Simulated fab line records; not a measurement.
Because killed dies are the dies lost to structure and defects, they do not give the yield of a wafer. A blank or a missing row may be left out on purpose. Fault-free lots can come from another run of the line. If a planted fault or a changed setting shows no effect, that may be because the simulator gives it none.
What tool caused it?	flow sky130	12 lots, 36 wafers sampled, at 3 steps of a route of 708

== WHAT EACH GAUGE READ, for each wafer ==
SKY_VT_ADJUST_HVTP_TW_MEAS_11. Usual: VT_ADJUST_HVTP_TW typically reads 1364, with standard deviation 6.8.
lot	measured	on	VT_ADJUST_HVTP_TW	flag
L828	day 6 02:34	film-metro-02	1372 1383 1380	
L829	day 6 10:26	film-metro-04	1356 1354 1354	
L830	day 6 17:42	film-metro-01	1356 1360 1365	
L831	day 7 02:26	film-metro-02	1361 1365 1364	
L832	day 7 04:02	film-metro-04	1362 1368 1359	
L833	day 7 12:39	film-metro-01	1365 1367 1367	
L834	day 7 17:43	film-metro-04	1360 1370 1361	
L835	day 7 23:58	film-metro-02	1366 1374 1376	
L836	day 8 05:24	film-metro-02	968 966 967	OFF
L837	day 8 09:14	film-metro-02	964 971 966	OFF
L838	day 8 22:14	film-metro-04	954 959 964	OFF
L839	day 9 04:00	film-metro-04	955 954 951	OFF

SKY_SONOS_ONO_OVL_MEAS_14. Usual: SONOS_ONO_OVL typically reads 0.6 nm, with standard deviation 1.4.
lot	measured	on	SONOS_ONO_OVL (nm)	flag
L828	day 12 13:30	overlay-01	-0.5 -1.8 -0.7	
L829	day 12 23:18	overlay-02	0.4 1.2 -0.3	
L830	day 13 13:24	overlay-02	-0.9 -0.3 1.3	
L831	day 13 20:48	overlay-02	2.7 2.5 3.4	
L832	day 13 22:36	overlay-01	0.3 -1.0 -0.8	
L833	day 14 07:06	overlay-02	1.7 0.3 0.8	
L834	day 14 13:20	overlay-02	-1.0 0.3 1.0	
L835	day 14 20:26	overlay-01	1.5 1.7 2.3	
L836	day 15 05:39	overlay-02	-1.4 -2.2 -0.6	
L837	day 15 08:06	overlay-02	1.5 -0.2 -0.1	
L838	day 16 03:10	overlay-01	-1.8 -0.6 0.1	
L839	day 16 11:42	overlay-02	-0.4 0.7 1.1	

== EACH LOT AND THE TOOL THAT RAN IT (in order: tool; ch and the chambers of the sampled wafers; start) ==
lot	SKY_VT_ADJUST_HVTP_IMPLANT_09
L828	implanter-04 ch 0, day 6 02:19
L829	implanter-04 ch 0, day 6 10:13
L830	implanter-03 ch 0, day 6 17:28
L831	implanter-02 ch 0, day 7 02:11
L832	implanter-04 ch 0, day 7 03:49
L833	implanter-04 ch 0, day 7 12:26
L834	implanter-04 ch 0, day 7 17:28
L835	implanter-02 ch 0, day 7 23:43
L836	implanter-04 ch 0, day 8 05:10
L837	implanter-02 ch 0, day 8 09:01
L838	implanter-02 ch 0, day 8 22:01
L839	implanter-03 ch 0, day 9 03:46
- SKY_VT_ADJUST_HVTP_IMPLANT_09

== WHAT THE TOOLS THEMSELVES READ (means of the sampled wafers that have a number; where no wafer has one, the mark that the record gives instead) ==
SKY_VT_ADJUST_HVTP_IMPLANT_09. Usual: beam-on-s 10.02 s, standard deviation 0.21.
lot	tool	beam-on-s (s)	flag
L828	implanter-04	10.03	
L829	implanter-04	9.95	
L830	implanter-03	10.25	
L831	implanter-02	9.96	
L832	implanter-04	9.91	
L833	implanter-04	9.98	
L834	implanter-04	10.21	
L835	implanter-02	10.04	
L836	implanter-04	10.16	
L837	implanter-02	9.92	
L838	implanter-02	10.12	
L839	implanter-03	10.23	

== THE ANSWER, worked out from the rows above alone ==
Rule: a lot counts as off when the mean over its wafers that have a number is more than 3 standard deviations away from the usual mean. Also off: a lot with no number at a reading for which 4 or more lots have one. Where the step has rows for the other lots, those lots are counted as sound. The gauges are gone through in route order, then the tools' own readings, and for those a lot's mean is taken as printed above. At the first step where some lot is off, the reading lying furthest off is the one used; lots without a number count as furthest.
Off: at SKY_VT_ADJUST_HVTP_TW_MEAS_11 (VT_ADJUST_HVTP_TW), L836, L837, L838, L839.
If a tool, at a process step before that reading, ran all the lots that are off and no sound lot after the first of them, it fits. Those tools and the gauges at SKY_VT_ADJUST_HVTP_TW_MEAS_11 are tried in the same way. Of those tried, none fits.

== WHAT HAD BEEN PUT IN BY THE SIMULATOR ==
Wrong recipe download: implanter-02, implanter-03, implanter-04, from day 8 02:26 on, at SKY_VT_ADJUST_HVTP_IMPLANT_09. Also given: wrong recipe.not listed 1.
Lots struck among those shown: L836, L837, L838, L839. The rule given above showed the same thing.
